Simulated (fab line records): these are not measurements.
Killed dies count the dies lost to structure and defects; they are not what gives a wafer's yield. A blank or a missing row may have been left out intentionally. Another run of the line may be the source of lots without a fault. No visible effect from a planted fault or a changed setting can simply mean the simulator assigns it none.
Which tool was responsible? ; flow gf180mcu ; Sampling: 12 lots, 36 wafers, 2 of 602 route steps

WHAT EACH GAUGE READ, for each wafer
GF_MVPSD_OVL_MEAS_07.
lot;measured;on;MVPSD_OVL (nm)
L075;day 5 08:46;overlay-02;-2.3 -0.1 -0.6
L077;day 5 19:07;overlay-01;2.3 2.3 3.6
L079;day 6 06:50;overlay-02;0.1 1.8 -0.8
L081;day 6 18:29;overlay-02;-0.8 -1.2 0.2
L083;day 7 06:29;overlay-02;-0.6 -0.6 2.9
L085;day 7 17:44;overlay-01;-2.2 -1.8 0.0
L087;day 8 05:17;overlay-02;2.5 1.7 1.9
L089;day 8 19:27;overlay-02;-0.2 -0.2 0.0
L091;day 9 11:23;overlay-02;1.6 2.1 0.1
L093;day 9 21:08;overlay-01;3.0 -0.4 4.1
L095;day 10 11:11;overlay-02;-0.4 3.1 -0.8
L097;day 10 23:34;overlay-01;1.7 1.3 4.6

EACH LOT AND THE TOOL THAT RAN IT (in order: tool; ch and the chambers of the sampled wafers; start)
lot;GF_MVSD_STRIP_10
L075;plasma_asher-03 ch 0,1, day 4 18:36
L077;plasma_asher-03 ch 0,1, day 5 04:37
L079;plasma_asher-01 ch 0,1, day 5 16:04
L081;plasma_asher-03 ch 0,1, day 6 03:31
L083;plasma_asher-01 ch 0,1, day 6 14:44
L085;plasma_asher-01 ch 0,1, day 7 01:56
L087;plasma_asher-03 ch 1, day 7 12:59
L089;plasma_asher-03 ch 0,1, day 8 02:19
L091;plasma_asher-01 ch 0,1, day 8 18:31
L093;plasma_asher-03 ch 0,1, day 9 03:42
L095;plasma_asher-02 ch 0,1, day 9 17:32
L097;plasma_asher-03 ch 0,1, day 10 05:17
- GF_MVSD_STRIP_10: strips in O2/N2.

THE ANSWER, worked out from the rows above alone
Rule: usual is defined by the lots themselves. The widest of any qualifying gaps counts: lots, ordered by their means at a reading, are off when they make up no more than a third of the lots, leave a main group of 4 or more, and stand apart from it by 3 or more times the standard deviation of that group's means. A main group whose means are all the same, to the digits that the tables above print for the reading, isn't used. Also off: a lot with no number at a reading for which 4 or more lots have one. Where the step has rows for the other lots, those lots are counted as sound.
None of the lots is off at any reading shown; this tells nothing.

WHAT WAS PUT IN BY THE SIMULATOR
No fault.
